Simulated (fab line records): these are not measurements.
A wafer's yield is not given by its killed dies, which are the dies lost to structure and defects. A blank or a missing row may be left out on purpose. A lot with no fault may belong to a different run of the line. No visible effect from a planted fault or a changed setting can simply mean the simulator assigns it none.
Struck lot and sound lot, side by side / flow gf180mcu / 28 out of 602 route steps
Sound: these wafers, L286.2, L286.4, L286.6. Wafers struck: L306.2, L306.5, L306.6. Last of all comes the cause.
Per side, at each step with rows, come the tool, then ch with its chambers, and then its first start. Under that, the readings that differ: sound wafers / struck wafers / difference of the means / sigmas: that difference in standard deviations of wafers without a fault.
alike: a reading whose means differ by less than 2 such deviations, as well as words and numbers matching on both sides. not compared: withheld readings; readings where some wafer has no value; bounds like >300 that might hide an equal value; numbers whose values overlap and for which the record gives no deviation.
Wherever a step has rows on one side only, a row that says differs or no value, or a row with sigmas, the two part there. When numbers do not overlap yet have no deviation, they are printed without sigmas and do not part them. A reading that every wafer of one side lacks parts them only if that side has two wafers or more.

first, 8 steps without rows for these wafers: GF_SALICIDE_WET_ETCH_01 (etches SiO2 in dHF, target depth 5 nm, time 100 s); GF_SALICIDE_SPUTTER_02 (material Co, target thk 10 nm, time 20 s); GF_SALICIDE_SPUTTER_03 (material TiN, target thk 20 nm, time 16.7 s); GF_SALICIDE_RTA_06 (time 30 s); GF_SALICIDE_WET_ETCH_07 (etches the open film in SPM, target depth 120 nm); GF_SALICIDE_RTA_08 (time 30 s); GF_CONTACT_CVD_00 (deposits SiO2, target thk 300 nm, time 50 s); GF_CONTACT_CVD_02 (deposits SiO2 from TEOS, target thk 860 nm, time 95.992 s).
GF_CONTACT_CMP_04: polishes SiO2.
  sound on cmp-01 ch 0,1,3, day 15 03:47; struck on cmp-02 ch 0,1,2, day 22 11:05
  no value came back on the struck wafers for edge_zone_pressure_frac, head_pressure_psi (psi), motor_current_A (A), time_to_endpoint_s (s); on the sound wafers edge_zone_pressure_frac reads 0.999 0.997 0.999
reading=model.SiO2_of_CONTACT_CVD_02.thk_nm (nm); sound=562.3 560.4 563; struck=828.3 855.7 865; difference=+287.8; sigmas=
then, 9 steps without rows for these wafers: GF_CONTACT_DEHYDRATE_06 (time 60 s); GF_CONTACT_HMDS_07 (prime time 60 s); GF_CONTACT_COAT_08; GF_CONTACT_COAT_09 (resist thk 1000 nm); GF_CONTACT_SOFTBAKE_10 (time 60 s); GF_CONTACT_EXPOSE_11 (exposes mask Contact, target cd 220 nm); GF_CONTACT_PEB_12 (peb time 90 s); GF_CONTACT_DEVELOP_13 (develop time 60 s); GF_CONTACT_ETCH_16 (etches BARC in N2/H2).
GF_CONTACT_ETCH_17: etches SiO2 in C4F8/O2/Ar, stops on CoSi2, target depth 860 nm.
  sound: rie_diel-03 ch 1,3; struck: rie_diel-01 ch 0,1,2
reading=oes_product_au (a.u.); sound=0.821 0.811 0.819; struck=1.524 1.547 1.555; difference=+0.725; sigmas=+99 or more
reading=model.CONTACT.feature_depth_nm (nm); sound=864.9 860.4 864.3; struck=1125 1157 1163; difference=+285; sigmas=
reading=model.etch.depth_nm (nm); sound=864.9 860.4 864.3; struck=1125 1157 1163; difference=+285; sigmas=
  alike: bias_w, chamber_pressure_mTorr
then, 7 steps without rows for these wafers: GF_CONTACT_STRIP_18 (strips in O2/N2); GF_CONTACT_CLEAN_19 (cleans in SPM); GF_CONTACT_CLEAN_20 (cleans in DIW); GF_CONTACT_CLEAN_21 (cleans in dHF, time 20 s); GF_CONTACT_SPUTTER_22 (material Ti, target thk 15 nm, time 80.02 s); GF_CONTACT_SPUTTER_23 (material TiN, target thk 10 nm, time 40 s); GF_CONTACT_CVD_24 (deposits W, target thk 300 nm, time 90.339 s).
GF_CONTACT_CMP_27: polishes, stops on SiO2, t overpolish 15 s, target thk 0 nm.
  sound on cmp-01 ch 1,2, day 16 02:34; struck on cmp-01 ch 1,2, day 23 11:15
reading=model.SiO2_of_CONTACT_CVD_02.thk_nm (nm); sound=555.5 553.6 556.2; struck=821.5 848.9 858.2; difference=+287.8; sigmas=
  alike: edge_zone_pressure_frac, head_pressure_psi, motor_current_A
-- the record jumps here: 11 days lie between the struck wafers' starts before and after (it left off in module CONTACT and takes up again in module PASSIVATION, whose first step shown is number 602 of the route) --
GF_PASSIVATION_PROBE_99:
  rows exist in the record for the struck wafers here (prober-01, day 34 11:05), but not for the sound ones

== WHERE THEY PART ==
Last at GF_PASSIVATION_PROBE_99 as far as this record goes, first at GF_CONTACT_CMP_04.

WHY: whatever the simulator had introduced
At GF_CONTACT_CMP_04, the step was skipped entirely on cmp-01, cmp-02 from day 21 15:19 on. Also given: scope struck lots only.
